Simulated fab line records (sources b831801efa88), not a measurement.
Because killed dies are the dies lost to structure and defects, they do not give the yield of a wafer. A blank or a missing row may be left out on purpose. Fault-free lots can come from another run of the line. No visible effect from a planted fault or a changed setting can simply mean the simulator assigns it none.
8D (eight disciplines) problem report, filled in by code / flow gf180mcu / the parts of the form that need people (team, actions taken, sign-off) are left out

## 1. THE ISSUE
Wafers free of any fault read 0.1605 ohm/sq (standard deviation 0.0015) for MIM_ALCU_RS at GF_MIM_RS_MEAS_10, against a mean of 0.1234 ohm/sq on 2 wafers of 2 lots. That puts it -25 standard deviations away from the usual mean.
The step: measures by four-point-probe.
Seen first at day 29 07:02 on film_metro-03, wafer L163.4. Wafers with a number at this step in the record: 18, from 6 lots. Rule for "out", or "out of limits": more than 4 standard deviations from the usual mean. All remaining wafers that have a number are taken as sound.

## 2. WHAT THIS IS AND IS NOT
question=which readings at this step | is=MIM_ALCU_RS | is not=-
question=which lots | is=L163, L164 | is not=L153, L162, L168, L171
question=which wafers of those lots | is=L163.4, L164.3 | is not=L163.1, L163.6, L164.2, L164.5
question=read on which gauges | is=film_metro-03, film_metro-04 | is not=film_metro-01
question=when | is=from day 29 07:02 | is not=up to then (8 sound wafers); but 8 sound wafers of L164, L168, L171 came after

## 3. WHAT RULES OUT EACH SUSPECT
Counting: a tool at a process step up to the reading stays a suspect if it ran every lot that is out. Sound lots after the first of them don't rule it out here, since some wafers of a struck lot are sound.
- ruled out: the gauge at GF_MIM_RS_MEAS_10. The wafers that are out were read on 2 gauges (film_metro-03, film_metro-04).
- pvd_sputter-04 at GF_MIM_SPUTTER_08 (material AlCu, target thk 200 nm, time 10.6 s): kept. Every lot that is out went through it, the first being L163 (day 29 06:59); the last sound lot it ran before that was L162 (day 29 03:55).
- pvd_sputter-04 at GF_MIM_SPUTTER_09 (material TiN, target thk 35 nm, time 29.2 s): kept. Every lot that is out went through it, the first being L163 (day 29 07:00); the last sound lot it ran before that was L162 (day 29 03:56).
Remaining after the count are pvd_sputter-04 at GF_MIM_SPUTTER_08 and pvd_sputter-04 at GF_MIM_SPUTTER_09.

## 4. THE CAUSE (what the simulator had put in)
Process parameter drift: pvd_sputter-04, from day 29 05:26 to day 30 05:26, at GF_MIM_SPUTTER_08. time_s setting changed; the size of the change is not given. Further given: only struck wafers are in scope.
Counting leaves 2 suspects; this tool is one of them.

## 5. THE EFFECT CHAIN, in route order
Rows list readings where the struck wafers' mean (over those with a number) sits beyond 3 standard deviations from the usual. Readings are gone through only where the record gives a usual standard deviation; hours: the median, over the lots, of the time from a lot's start at the first step in this table giving one to that lot's start at this step; sigmas: the change measured in usual standard deviations.
hours=0; step=GF_MIM_RS_MEAS_10; reading=MIM_ALCU_RS; usual=0.1605 ohm/sq; on struck wafers=0.1234; change=-0.0371; sigmas=-25
hours=0; step=GF_MIM_THK_MEAS_11; reading=MIM_ALCU_THK; usual=195.5 nm; on struck wafers=252.8; change=+57.3; sigmas=+29
hours=19; step=GF_MIM_METAL_ETCH_19; reading=oes_product_au; usual=0.941 a.u.; on struck wafers=0.998; change=+0.057; sigmas=+10
hours=19; step=GF_MIM_METAL_ETCH_19; reading=throttle_valve_pct; usual=28.286 %; on struck wafers=28.224; change=-0.062; sigmas=-6.2
The process steps in it:
- GF_MIM_METAL_ETCH_19: etches the open film in Cl2/BCl3, stops on Si3N4, target depth 324.5 nm, time 54.1 s.

## 6. WHAT WOULD HAVE CAUGHT IT SOONER
The first out-of-limits reading at a measuring or inspecting step in this record came at day 29 07:02, 2 hours after the fault's start at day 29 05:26.
No tool reading at GF_MIM_SPUTTER_08 that has a usual standard deviation in the record was out on any struck wafer, so an alarm limit of 4 standard deviations on those readings would not have fired.
Of the lots that are out (2), L164 began GF_MIM_SPUTTER_08 on pvd_sputter-04 after day 29 07:02. Holding the tool at that time would have saved it.
